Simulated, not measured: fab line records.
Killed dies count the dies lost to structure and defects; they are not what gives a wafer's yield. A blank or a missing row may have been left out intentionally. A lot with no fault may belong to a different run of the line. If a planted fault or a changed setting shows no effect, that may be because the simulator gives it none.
fab line records	flow sky130
[record] lots = 12	wafers = 36	last-day = 50
route steps=708 shown VT_ADJUST_HVTR@141 VT_ADJUST_PCH@150 SONOS_ONO@169 GATE_OXIDE@188 PAD_OPEN@708
lots that met no fault: taken from a fault-free run of the same line
start-h: hours from the record's opening day to when the first of the lot's shown wafers began	wait-h: hours elapsed since this lot's preceding step	" unchanged from the row above	L1.1+2: a single row standing in for several wafers	- either no value or no given start	* or withheld: withheld	< > ~ a bound
route shown NAME@n: names a module that has steps shown in the file, with the first one's number in the route	usual: the fault-free wafers' mean and standard deviation	same: alike in all rows	chamber/n: place in a boat	sites: per-site readings	_std_site: the standard deviation of these	_edge_site: the outer-site mean with the inner-site mean subtracted	radius-mm: how far each site lies from the wafer's centre	mask NAME#n: copy n	behind: the last tool/chamber to shape the wafer	hold: what put the lot on hold/how long, in hours/how the hold closed	device: the n, p or np transistor that did not switch	end of line: the tests these same wafers got at the end of their route	a step without rows: its recipe alone	killed: dies lost to structure and defects at the first sort, not the wafer's yield	map: per-die view of a wafer (x killed, . not killed, _ where there is no die)
set.NAME: the setting the step ran with; set.NAME@STEP: the setting that earlier step ran with	model.NAME: the simulator's own value behind a step, which no gauge read
route steps across a sampled set of lots; one table per step, one row per wafer
services: the hour from which a tool's chamber was out of use, counted from the record's first day as start-h (under 0 if before that day), plus the number of hours and why
[[steps]]
[step SKY_VT_ADJUST_HVTR_STRIP_10]
[recipe] chemistry = O2/N2	power-w = 1400	pressure-mtorr = 1500	platen-temp-c = withheld	o2-flow-sccm = 3000	n2-flow-sccm = 300	overash-fraction = 0.5
[usual] drypump-motor-current-A = 5.6/0.47	o2-flow-sccm = 2999/8.4	oes-product-au = 0.715/0.0048	strip-time-to-endpoint-s = 14.18/0.039
lot.wafer	tool	chamber	start-h	wait-h	drypump-motor-current-A	o2-flow-sccm	oes-product-au	rf-hours-counter-h	strip-time-to-endpoint-s
L204.4	plasma-asher-03	0	199.47	0.1	5.0	3001	0.717	-	14.18
L204.5	"	0	"	"	5.0	2988	0.719	-	14.18
L204.6	"	1	"	"	5.7	3021	0.720	-	14.15
L205.2	plasma-asher-03	1	211.60	0.1	5.7	3007	0.722	53	14.13
L205.4	"	1	"	"	5.8	3004	0.714	-	14.19
L205.6	"	0	"	"	5.1	2995	0.713	-	14.13
L206.2	plasma-asher-02	1	215.04	0.1	5.7	3002	0.709	42	14.22
L206.3	"	1	"	"	5.7	2993	0.719	-	14.22
L206.4	"	0	"	"	6.4	3000	0.723	-	14.25
L208.1	plasma-asher-02	1	236.57	0.1	5.7	3003	0.720	44	14.29
L208.3	"	0	"	"	6.3	2993	0.703	-	14.20
L208.6	"	1	"	"	5.6	3010	0.719	-	14.25
L209.1	plasma-asher-02	0	247.25	0.1	6.4	3001	0.720	45	14.13
L209.3	"	0	"	"	6.3	3008	0.725	-	14.16
L209.4	"	1	"	"	5.7	2994	0.717	-	14.23
L211.1	plasma-asher-01	0	260.92	0.1	5.0	3019	0.714	15	14.22
L211.2	"	1	"	"	5.8	2999	0.714	15	14.19
L211.3	"	0	"	"	5.0	3013	0.714	-	14.17
L214.1	plasma-asher-02	1	278.98	0.1	5.7	2991	0.715	48	14.13
L214.5	"	1	"	"	5.7	2992	0.717	-	14.10
L214.6	"	0	"	"	6.3	3005	0.713	-	14.12
L215.2	plasma-asher-01	0	281.68	0.1	5.0	3008	0.720	17	14.23
L215.3	"	1	"	"	5.8	2994	0.718	-	14.23
L215.5	"	0	"	"	5.0	2998	0.717	-	14.19
L216.1	plasma-asher-02	0	294.12	0.1	6.3	3010	0.716	50	14.18
L216.4	"	1	"	"	5.7	3010	0.712	-	14.15
L216.6	"	0	"	"	6.3	2992	0.715	-	14.20
L217.4	plasma-asher-02	1	307.63	0.1	5.7	3012	0.715	-	14.17
L217.5	"	1	"	"	5.7	2999	0.714	-	14.19
L217.6	"	0	"	"	6.4	3012	0.720	-	14.20
L223.2	plasma-asher-03	1	383.14	0.1	5.7	3000	0.719	69	14.18
L223.3	"	0	"	"	5.1	2989	0.712	-	14.22
L223.4	"	1	"	"	5.7	3009	0.722	-	14.19
L224.1	plasma-asher-02	1	388.37	0.1	5.7	3006	0.719	59	14.24
L224.3	"	0	"	"	6.4	2998	0.709	-	14.20
L224.5	"	1	"	"	5.7	3000	0.719	-	14.17
[step SKY_VT_ADJUST_PCH_OVL_MEAS_07]
[usual] VT_ADJUST_PCH_OVL = 0.9/1.4
lot.wafer	tool	chamber	start-h	wait-h	VT_ADJUST_PCH_OVL[nm]
L204.4	overlay-02	-	220.78	-	-0.5
L204.5	"	-	"	"	0.0
L204.6	"	-	"	"	-0.1
L205.2	overlay-02	-	234.37	-	0.1
L205.4	"	-	"	"	3.9
L205.6	"	-	"	"	1.6
L206.2	overlay-02	-	237.84	-	2.3
L206.3	"	-	"	"	1.7
L206.4	"	-	"	"	0.3
L208.1	overlay-02	-	258.89	-	-1.3
L208.3	"	-	"	"	-1.1
L208.6	"	-	"	"	-0.1
L209.1	overlay-01	-	271.03	-	-0.6
L209.3	"	-	"	"	2.0
L209.4	"	-	"	"	3.0
L211.1	overlay-01	-	285.11	-	2.0
L211.2	"	-	"	"	3.0
L211.3	"	-	"	"	3.6
L214.1	overlay-01	-	304.84	-	1.0
L214.5	"	-	"	"	4.5
L214.6	"	-	"	"	1.6
L215.2	overlay-01	-	306.99	-	2.4
L215.3	"	-	"	"	1.5
L215.5	"	-	"	"	2.1
L216.1	overlay-01	-	319.44	-	1.4
L216.4	"	-	"	"	1.7
L216.6	"	-	"	"	0.9
L217.4	overlay-02	-	333.96	-	-0.7
L217.5	"	-	"	"	0.2
L217.6	"	-	"	"	2.4
L223.2	overlay-01	-	412.17	-	1.6
L223.3	"	-	"	"	1.4
L223.4	"	-	"	"	2.3
L224.1	overlay-02	-	417.64	-	0.3
L224.3	"	-	"	"	1.4
L224.5	"	-	"	"	1.2
[step SKY_SONOS_ONO_THK_MEAS_01]
[recipe] reads = SiO2_of_SONOS_ONO_OXIDATION_00
[usual] SONOS_ONO_OXIDATION_THK = 2.61/0.047
lot.wafer	tool	chamber	start-h	wait-h	SONOS_ONO_OXIDATION_THK[nm]
L204.4	film-metro-04	-	247.54	0.0	2.59
L204.5	"	-	"	"	2.60
L204.6	"	-	"	"	2.59
L205.2	film-metro-04	-	259.40	0.0	2.63
L205.4	"	-	"	"	2.63
L205.6	"	-	"	"	2.61
L206.2	film-metro-02	-	262.99	0.0	2.73
L206.3	"	-	"	"	2.64
L206.4	"	-	"	"	2.66
L208.1	film-metro-02	-	285.13	0.0	2.65
L208.3	"	-	"	"	2.60
L208.6	"	-	"	"	2.56
L209.1	film-metro-04	-	297.48	0.0	2.51
L209.3	"	-	"	"	2.59
L209.4	"	-	"	"	2.62
L211.1	film-metro-04	-	312.61	0.0	2.62
L211.2	"	-	"	"	2.58
L211.3	"	-	"	"	2.60
L214.1	film-metro-02	-	335.12	0.0	2.57
L214.5	"	-	"	"	2.58
L214.6	"	-	"	"	2.53
L215.2	film-metro-04	-	335.13	0.0	2.54
L215.3	"	-	"	"	2.63
L215.5	"	-	"	"	2.59
L216.1	film-metro-03	-	349.26	0.0	2.58
L216.4	"	-	"	"	2.60
L216.6	"	-	"	"	2.60
L217.4	film-metro-02	-	364.65	0.0	2.54
L217.5	"	-	"	"	2.55
L217.6	"	-	"	"	2.55
L223.2	film-metro-03	-	445.51	0.0	2.72
L223.3	"	-	"	"	2.60
L223.4	"	-	"	"	2.72
L224.1	film-metro-04	-	452.29	0.0	2.62
L224.3	"	-	"	"	2.64
L224.5	"	-	"	"	2.60
[step SKY_GATE_OXIDE_OXIDATION_01]
[recipe] temp-c = 900	ambient = O2	stabilise-s = 600	purge-s = 300	target-thk-a = 102.68	ox-time-s = 1473
[usual] spike-tc-upper-C = 899.5/1.4
lot.wafer	tool	chamber	start-h	wait-h	spike-tc-upper-C
L204.4	furnace-01	0	275.62	0.0	898.0
L204.5	"	0	"	"	897.8
L204.6	"	0	"	"	900.0
L205.2	furnace-01	0	287.90	0.0	898.3
L205.4	"	0	"	"	899.5
L205.6	"	0	"	"	899.8
L206.2	furnace-01	0	292.35	0.1	900.1
L206.3	"	0	"	"	897.7
L206.4	"	0	"	"	897.9
L208.1	furnace-01	0	314.71	0.7	898.5
L208.3	"	0	"	"	898.7
L208.6	"	0	"	"	898.1
L209.1	furnace-01	0	329.79	0.7	898.9
L209.3	"	0	"	"	898.1
L209.4	"	0	"	"	898.4
L211.1	furnace-01	0	343.92	0.8	898.1
L211.2	"	0	"	"	899.3
L211.3	"	0	"	"	898.4
L214.1	furnace-02	0	368.36	1.8	901.1
L214.5	"	0	"	"	900.8
L214.6	"	0	"	"	899.3
L215.2	furnace-02	0	368.36	1.3	900.6
L215.3	"	0	"	"	898.6
L215.5	"	0	"	"	900.5
L216.1	furnace-01	0	381.75	0.0	898.1
L216.4	"	0	"	"	897.3
L216.6	"	0	"	"	897.7
L216.1	furnace-01	0	383.33	0.2	899.0
L216.4	"	0	"	"	897.6
L216.6	"	0	"	"	899.9
L217.4	furnace-01	0	397.13	0.0	897.8
L217.5	"	0	"	"	899.8
L217.6	"	0	"	"	900.4
L223.2	furnace-02	0	479.70	0.0	899.0
L223.3	"	0	"	"	899.2
L223.4	"	0	"	"	901.6
L223.2	furnace-02	0	482.01	0.9	898.9
L223.3	"	0	"	"	897.3
L223.4	"	0	"	"	900.4
L224.1	furnace-01	0	486.61	2.1	899.8
L224.3	"	0	"	"	899.5
L224.5	"	0	"	"	897.7
L224.1	furnace-01	0	488.19	0.2	898.4
L224.3	"	0	"	"	899.5
L224.5	"	0	"	"	897.9
[step SKY_GATE_OXIDE_THK_MEAS_02]
[recipe] reads = SiO2_of_GATE_OXIDE_OXIDATION_01
[usual] GATE_OXIDE_OXIDATION_00_THK = 10.21/0.17
lot.wafer	tool	chamber	start-h	wait-h	GATE_OXIDE_OXIDATION_00_THK[nm]
L204.4	film-metro-01	-	277.06	0.0	10.40
L204.5	"	-	"	"	10.36
L204.6	"	-	"	"	10.40
L205.2	film-metro-01	-	289.32	0.0	10.31
L205.4	"	-	"	"	10.25
L205.6	"	-	"	"	10.30
L206.2	film-metro-01	-	293.77	0.0	10.08
L206.3	"	-	"	"	10.06
L206.4	"	-	"	"	10.16
L208.1	film-metro-03	-	316.12	0.0	9.87
L208.3	"	-	"	"	9.94
L208.6	"	-	"	"	10.05
L209.1	film-metro-04	-	331.20	0.0	10.27
L209.3	"	-	"	"	10.31
L209.4	"	-	"	"	10.27
L211.1	film-metro-04	-	345.32	0.0	10.12
L211.2	"	-	"	"	10.23
L211.3	"	-	"	"	10.14
L214.1	film-metro-01	-	369.77	0.0	10.40
L214.5	"	-	"	"	10.56
L214.6	"	-	"	"	10.31
L215.2	film-metro-03	-	369.78	0.0	10.11
L215.3	"	-	"	"	10.13
L215.5	"	-	"	"	10.29
L216.1	film-metro-03	-	384.74	0.0	16.77
L216.4	"	-	"	"	16.84
L216.6	"	-	"	"	16.99
L217.4	film-metro-04	-	398.57	0.0	9.92
L217.5	"	-	"	"	9.82
L217.6	"	-	"	"	9.92
L223.2	film-metro-01	-	483.43	0.0	16.47
L223.3	"	-	"	"	16.80
L223.4	"	-	"	"	17.04
L224.1	film-metro-01	-	489.60	0.0	17.23
L224.3	"	-	"	"	17.06
L224.5	"	-	"	"	16.60
[step SKY_PAD_OPEN_PROBE_99]
[usual] killed_at_M0_to_M3 = 43/7.3	killed_at_M4_up = 3.0/2	killed-at-contacts = 24/5.2	killed-at-front-end = 15/4.4	killed-at-other = 0.2/0.48	killed-dies = 86/9.1	killed-open = 47/7.3	killed-short = 38/6.4
[same] gross-dies = 492	killed-at-back-side = 0
lot.wafer	tool	chamber	start-h	wait-h	killed_at_M0_to_M3	killed_at_M4_up	killed-at-contacts	killed-at-front-end	killed-at-other	killed-dies	killed-open	killed-short
L204.4	prober-01	-	1068.74	0.2	36	9	27	13	0	85	46	39
L204.5	prober-01	-	1068.79	0.2	56	2	21	13	0	92	40	52
L204.6	prober-01	-	1068.84	0.2	28	4	26	9	0	67	42	25
L205.2	prober-02	-	1076.66	0.1	36	2	36	16	0	90	52	35
L205.4	prober-02	-	1076.76	0.2	50	3	29	12	2	96	61	33
L205.6	prober-02	-	1076.86	0.2	39	2	20	7	0	68	40	28
L206.2	prober-01	-	1083.89	0.1	48	3	26	7	0	84	47	37
L206.3	prober-01	-	1083.94	0.2	48	2	24	6	0	80	42	38
L206.4	prober-01	-	1083.99	0.2	29	1	24	11	0	65	34	31
L208.1	prober-01	-	1105.25	0.1	46	2	16	19	0	83	51	32
L208.3	prober-01	-	1105.35	0.2	40	6	23	24	0	93	39	54
L208.6	prober-01	-	1105.50	0.2	45	3	20	22	0	90	46	44
L209.1	prober-02	-	1108.86	0.1	33	4	28	13	0	78	41	37
L209.3	prober-02	-	1108.96	0.2	37	2	25	16	0	80	43	37
L209.4	prober-02	-	1109.01	0.2	38	3	24	13	1	79	42	37
L211.1	prober-02	-	1117.46	0.1	40	1	25	13	0	79	38	41
L211.2	prober-02	-	1117.51	0.1	40	2	26	13	0	81	46	35
L211.3	prober-02	-	1117.56	0.2	29	6	28	16	1	80	43	37
L215.2	prober-01	-	1139.32	0.1	44	3	16	23	0	86	45	41
L215.3	prober-01	-	1139.37	0.2	51	1	13	16	0	81	51	30
L215.5	prober-01	-	1139.47	0.2	33	4	26	15	0	78	39	39
L214.1	prober-02	-	1139.42	0.1	37	6	18	19	0	80	36	44
L214.5	prober-02	-	1139.62	0.2	44	6	19	21	0	90	42	48
L214.6	prober-02	-	1139.67	0.2	54	2	11	13	0	80	37	43
L216.1	prober-01	-	1149.52	0.1	41	2	27	15	0	85	50	35
L216.4	prober-01	-	1149.67	0.2	32	4	28	22	0	86	39	47
L216.6	prober-01	-	1149.77	0.2	50	2	25	11	0	88	41	47
L217.4	prober-02	-	1154.96	0.2	46	2	27	24	0	99	57	42
L217.5	prober-02	-	1155.01	0.2	56	3	22	15	0	96	47	47
L217.6	prober-02	-	1155.06	0.2	42	2	28	23	0	95	55	39
L223.2	prober-01	-	1205.36	0.1	45	7	16	12	0	80	49	31
L223.3	prober-01	-	1205.41	0.2	34	2	15	17	0	68	42	26
L223.4	prober-01	-	1205.46	0.2	48	4	25	14	1	92	59	33
L224.1	prober-01	-	1207.68	0.1	42	5	26	11	0	84	47	37
L224.3	prober-01	-	1207.78	0.2	46	4	30	23	0	103	62	41
L224.5	prober-01	-	1207.88	0.2	47	3	26	12	0	88	37	50
// killed by level:class
L204.4 CONTACT:geometric-particle:open=9 VIA3:geometric-particle:open=9 VIA2:geometric-particle:open=7 METAL4:geometric-particle:short=7 LI_CONTACT:geometric-particle:open=5 LOCAL_INTERCONNECT:geometric-particle:short=5 VIA1:geometric-particle:short=5 FIELD_ISO:geometric-particle:open=4
L204.5 VIA1:geometric-particle:open=10 VIA1:geometric-particle:short=8 FIELD_ISO:geometric-particle:short=7 METAL1:geometric-particle:short=7 METAL2:geometric-particle:short=7 VIA2:geometric-particle:open=7 VIA3:geometric-particle:open=7 CONTACT:geometric-particle:short=6
L204.6 CONTACT:geometric-particle:open=9 LI_CONTACT:geometric-particle:open=6 VIA1:geometric-particle:open=5 METAL2:geometric-particle:short=5 VIA3:geometric-particle:open=5 CONTACT:geometric-particle:short=4 VIA2:geometric-particle:open=4 FIELD_ISO:geometric-particle:open=3
L205.2 LI_CONTACT:geometric-particle:open=16 CONTACT:geometric-particle:open=10 VIA1:geometric-particle:open=7 VIA3:geometric-particle:open=7 FIELD_ISO:geometric-particle:short=4 FIELD_ISO:geometric-particle:open=4 LOCAL_INTERCONNECT:geometric-particle:short=4 VIA1:geometric-particle:short=4
L205.4 VIA1:geometric-particle:open=14 LI_CONTACT:geometric-particle:open=12 VIA3:geometric-particle:open=10 CONTACT:geometric-particle:open=7 VIA2:geometric-particle:open=7 FIELD_ISO:geometric-particle:open=5 VIA3:geometric-particle:short=5 LI_CONTACT:geometric-particle:short=4
L205.6 CONTACT:geometric-particle:open=10 VIA1:geometric-particle:open=10 VIA2:geometric-particle:open=8 LI_CONTACT:geometric-particle:open=5 VIA1:geometric-particle:short=5 METAL2:geometric-particle:short=5 VIA2:geometric-particle:short=4 CONTACT:geometric-particle:short=3
L206.2 VIA1:geometric-particle:open=12 CONTACT:geometric-particle:open=7 LI_CONTACT:geometric-particle:open=7 VIA2:geometric-particle:open=7 METAL1:geometric-particle:short=6 CONTACT:geometric-particle:short=5 VIA3:geometric-particle:short=5 METAL2:geometric-particle:short=5
L206.3 VIA1:geometric-particle:open=12 VIA3:geometric-particle:open=8 VIA1:geometric-particle:short=7 LOCAL_INTERCONNECT:geometric-particle:short=6 METAL1:geometric-particle:short=6 VIA2:geometric-particle:open=6 LI_CONTACT:geometric-particle:short=5 CONTACT:geometric-particle:open=5
L206.4 CONTACT:geometric-particle:open=11 LI_CONTACT:geometric-particle:open=6 VIA1:geometric-particle:open=5 METAL1:geometric-particle:short=4 METAL3:geometric-particle:short=4 FIELD_ISO:geometric-particle:open=3 FIELD_ISO:geometric-particle:short=3 LI_CONTACT:geometric-particle:short=3
L208.1 VIA1:geometric-particle:open=15 VIA3:geometric-particle:open=12 CONTACT:geometric-particle:open=6 VIA2:geometric-particle:open=6 POLY_GATE:geometric-particle:short=5 SPACER:geometric-particle:open=5 LOCAL_INTERCONNECT:geometric-particle:short=4 VIA1:geometric-particle:short=4
L208.3 CONTACT:geometric-particle:open=7 METAL1:geometric-particle:short=7 FIELD_ISO:geometric-particle:short=6 POLY_GATE:geometric-particle:short=6 LI_CONTACT:geometric-particle:open=6 LOCAL_INTERCONNECT:geometric-particle:short=6 METAL2:geometric-particle:short=6 POLY_GATE:geometric-particle:open=5
L208.6 VIA1:geometric-particle:open=11 LI_CONTACT:geometric-particle:open=8 VIA3:geometric-particle:open=7 FIELD_ISO:geometric-particle:open=6 FIELD_ISO:geometric-particle:short=6 CONTACT:geometric-particle:short=6 METAL1:geometric-particle:short=6 METAL2:geometric-particle:short=6
L209.1 CONTACT:geometric-particle:open=9 VIA2:geometric-particle:open=9 VIA1:geometric-particle:open=8 LI_CONTACT:geometric-particle:open=8 METAL2:geometric-particle:short=7 CONTACT:geometric-particle:short=6 FIELD_ISO:geometric-particle:open=4 POLY_GATE:geometric-particle:short=4
L209.3 LI_CONTACT:geometric-particle:open=10 POLY_GATE:geometric-particle:short=7 CONTACT:geometric-particle:open=7 METAL1:geometric-particle:short=7 VIA2:geometric-particle:open=7 VIA1:geometric-particle:short=5 VIA1:geometric-particle:open=5 VIA3:geometric-particle:short=4
L209.4 CONTACT:geometric-particle:open=12 VIA1:geometric-particle:open=6 FIELD_ISO:geometric-particle:open=5 LI_CONTACT:geometric-particle:open=5 METAL1:geometric-particle:short=5 METAL2:geometric-particle:short=5 VIA3:geometric-particle:open=5 LOCAL_INTERCONNECT:geometric-particle:short=3
L211.1 VIA3:geometric-particle:open=8 METAL2:geometric-particle:short=7 LI_CONTACT:geometric-particle:short=6 LI_CONTACT:geometric-particle:open=6 METAL1:geometric-particle:short=6 VIA1:geometric-particle:open=5 POLY_GATE:geometric-particle:short=4 LOCAL_INTERCONNECT:geometric-particle:short=4
L211.2 CONTACT:geometric-particle:open=9 VIA1:geometric-particle:open=9 LI_CONTACT:geometric-particle:open=8 METAL2:geometric-particle:short=6 VIA3:geometric-particle:open=6 VIA2:geometric-particle:open=6 METAL1:geometric-particle:short=4 SPACER:geometric-particle:short=4
L211.3 LI_CONTACT:geometric-particle:open=10 CONTACT:geometric-particle:open=8 METAL1:geometric-particle:short=6 POLY_GATE:geometric-particle:open=5 CONTACT:geometric-particle:short=5 METAL2:geometric-particle:short=5 VIA1:geometric-particle:open=4 VIA2:geometric-particle:open=4
L215.2 VIA1:geometric-particle:open=14 SPACER:geometric-particle:short=7 LI_CONTACT:geometric-particle:open=6 POLY_GATE:geometric-particle:short=5 VIA1:geometric-particle:short=5 VIA2:geometric-particle:open=5 VIA3:geometric-particle:open=5 FIELD_ISO:geometric-particle:open=4
L215.3 VIA1:geometric-particle:open=17 METAL2:geometric-particle:short=8 FIELD_ISO:geometric-particle:open=7 VIA3:geometric-particle:open=7 LI_CONTACT:geometric-particle:open=5 VIA2:geometric-particle:open=5 METAL1:geometric-particle:short=5 POLY_GATE:geometric-particle:short=3
L214.1 VIA1:geometric-particle:open=8 FIELD_ISO:geometric-particle:short=6 POLY_GATE:geometric-particle:open=5 CONTACT:geometric-particle:open=5 METAL2:geometric-particle:short=5 FIELD_ISO:geometric-particle:open=4 LI_CONTACT:geometric-particle:short=4 LOCAL_INTERCONNECT:geometric-particle:short=4
L215.5 VIA1:geometric-particle:open=10 CONTACT:geometric-particle:open=8 METAL2:geometric-particle:short=7 CONTACT:geometric-particle:short=6 VIA1:geometric-particle:short=6 FIELD_ISO:geometric-particle:open=5 LI_CONTACT:geometric-particle:open=5 LOCAL_INTERCONNECT:geometric-particle:short=4
L214.5 METAL2:geometric-particle:short=10 VIA1:geometric-particle:open=10 CONTACT:geometric-particle:open=6 METAL1:geometric-particle:short=6 FIELD_ISO:geometric-particle:open=5 POLY_GATE:geometric-particle:short=5 LOCAL_INTERCONNECT:geometric-particle:short=5 CONTACT:geometric-particle:short=5
L214.6 VIA1:geometric-particle:open=10 METAL1:geometric-particle:short=8 METAL2:geometric-particle:short=8 VIA2:geometric-particle:open=6 VIA3:geometric-particle:short=5 FIELD_ISO:geometric-particle:open=4 FIELD_ISO:geometric-particle:short=4 VIA2:geometric-particle:short=4
L216.1 VIA1:geometric-particle:open=14 CONTACT:geometric-particle:open=12 METAL1:geometric-particle:short=7 CONTACT:geometric-particle:short=5 FIELD_ISO:geometric-particle:open=4 VIA3:geometric-particle:open=4 POLY_GATE:geometric-particle:open=4 LI_CONTACT:geometric-particle:open=4
L216.4 CONTACT:geometric-particle:open=9 FIELD_ISO:geometric-particle:short=8 LOCAL_INTERCONNECT:geometric-particle:short=7 CONTACT:geometric-particle:short=6 METAL2:geometric-particle:short=6 FIELD_ISO:geometric-particle:open=5 POLY_GATE:geometric-particle:open=5 VIA1:geometric-particle:open=5
L216.6 VIA1:geometric-particle:open=9 CONTACT:geometric-particle:open=8 VIA2:geometric-particle:open=8 VIA3:geometric-particle:open=7 CONTACT:geometric-particle:short=5 LOCAL_INTERCONNECT:geometric-particle:short=5 METAL1:geometric-particle:short=5 FIELD_ISO:geometric-particle:short=4
L217.4 VIA1:geometric-particle:open=14 CONTACT:geometric-particle:open=12 POLY_GATE:geometric-particle:open=9 FIELD_ISO:geometric-particle:short=8 VIA1:geometric-particle:short=7 LOCAL_INTERCONNECT:geometric-particle:short=6 VIA2:geometric-particle:open=6 VIA3:geometric-particle:open=5
L217.5 VIA1:geometric-particle:open=11 METAL1:geometric-particle:short=11 CONTACT:geometric-particle:open=11 VIA2:geometric-particle:open=7 METAL2:geometric-particle:short=7 LI_CONTACT:geometric-particle:open=6 FIELD_ISO:geometric-particle:short=4 CONTACT:geometric-particle:short=4
L217.6 VIA1:geometric-particle:open=16 CONTACT:geometric-particle:open=14 LI_CONTACT:geometric-particle:open=8 METAL1:geometric-particle:short=8 FIELD_ISO:geometric-particle:short=7 FIELD_ISO:geometric-particle:open=5 POLY_GATE:geometric-particle:short=4 LOCAL_INTERCONNECT:geometric-particle:short=4
L223.2 VIA1:geometric-particle:open=13 VIA3:geometric-particle:open=7 METAL1:geometric-particle:short=7 VIA2:geometric-particle:open=7 LI_CONTACT:geometric-particle:open=6 METAL4:geometric-particle:short=6 CONTACT:geometric-particle:open=5 FIELD_ISO:geometric-particle:open=4
L223.3 CONTACT:geometric-particle:open=10 VIA3:geometric-particle:open=8 VIA2:geometric-particle:open=6 FIELD_ISO:geometric-particle:open=5 POLY_GATE:geometric-particle:open=5 METAL2:geometric-particle:short=5 FIELD_ISO:geometric-particle:short=4 METAL1:geometric-particle:short=4
L223.4 VIA1:geometric-particle:open=15 CONTACT:geometric-particle:open=10 VIA2:geometric-particle:open=8 LI_CONTACT:geometric-particle:open=7 FIELD_ISO:geometric-particle:open=6 CONTACT:geometric-particle:short=5 METAL2:geometric-particle:short=5 POLY_GATE:geometric-particle:open=4
L224.1 VIA1:geometric-particle:open=11 CONTACT:geometric-particle:open=10 VIA2:geometric-particle:open=7 LOCAL_INTERCONNECT:geometric-particle:short=6 LI_CONTACT:geometric-particle:open=5 VIA1:geometric-particle:short=5 FIELD_ISO:geometric-particle:short=4 FIELD_ISO:geometric-particle:open=4
L224.3 CONTACT:geometric-particle:open=10 LI_CONTACT:geometric-particle:open=9 VIA3:geometric-particle:open=9 VIA1:geometric-particle:open=7 POLY_GATE:geometric-particle:short=6 CONTACT:geometric-particle:short=6 VIA2:geometric-particle:open=6 FIELD_ISO:geometric-particle:open=5
L224.5 VIA1:geometric-particle:short=9 VIA3:geometric-particle:open=9 CONTACT:geometric-particle:open=8 LI_CONTACT:geometric-particle:short=6 LOCAL_INTERCONNECT:geometric-particle:short=6 VIA1:geometric-particle:open=6 VIA2:geometric-particle:open=6 FIELD_ISO:geometric-particle:short=5
[[services]]
tool	chamber	start-h	hours	kind
furnace-01	-	230.68	3.0	pm
furnace-01	-	236.38	2.0	repair
furnace-01	-	356.16	2.9	pm
furnace-01	-	398.54	3.9	pm
plasma-asher-03	-	421.25	9.0	pm
plasma-asher-03	0	421.25	9.0	vent-cycle
plasma-asher-03	1	421.25	9.0	vent-cycle
plasma-asher-03	0	430.25	-	clean
plasma-asher-03	1	430.25	-	clean
furnace-02	-	446.17	12.9	pm
furnace-02	-	459.11	3.1	pm
furnace-02	-	484.46	3.5	pm
[[key]]
[first-sign] step = SKY_GATE_OXIDE_OXIDATION_01	reading = visit	direction = added
[effect] step = SKY_GATE_OXIDE_THK_MEAS_02	reading = GATE_OXIDE_OXIDATION_00_THK	direction = up	sigmas = 39	usual = 10.21	struck = 16.87
met-at SKY_GATE_OXIDE_OXIDATION_01
struck-lots L216,L223,L224
tester-left-out L216,L223,L224
not-acting-at SKY_VT_ADJUST_HVTR_STRIP_10,SKY_VT_ADJUST_PCH_OVL_MEAS_07,SKY_SONOS_ONO_THK_MEAS_01
[fault] kind = repeated-step-whole	tool = furnace-01,furnace-02	chamber = -	onset-h = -	steps = SKY_GATE_OXIDE_OXIDATION_01	times = 1	scope = struck-lots-only
// tester-left-out: of these lots the tester's yield and bins aren't shown, on N5 and GAA mostly nor the transistor test; their killed dies are dies lost to structure and defects alone, not to doping, threshold or leakage, so they don't give the yield
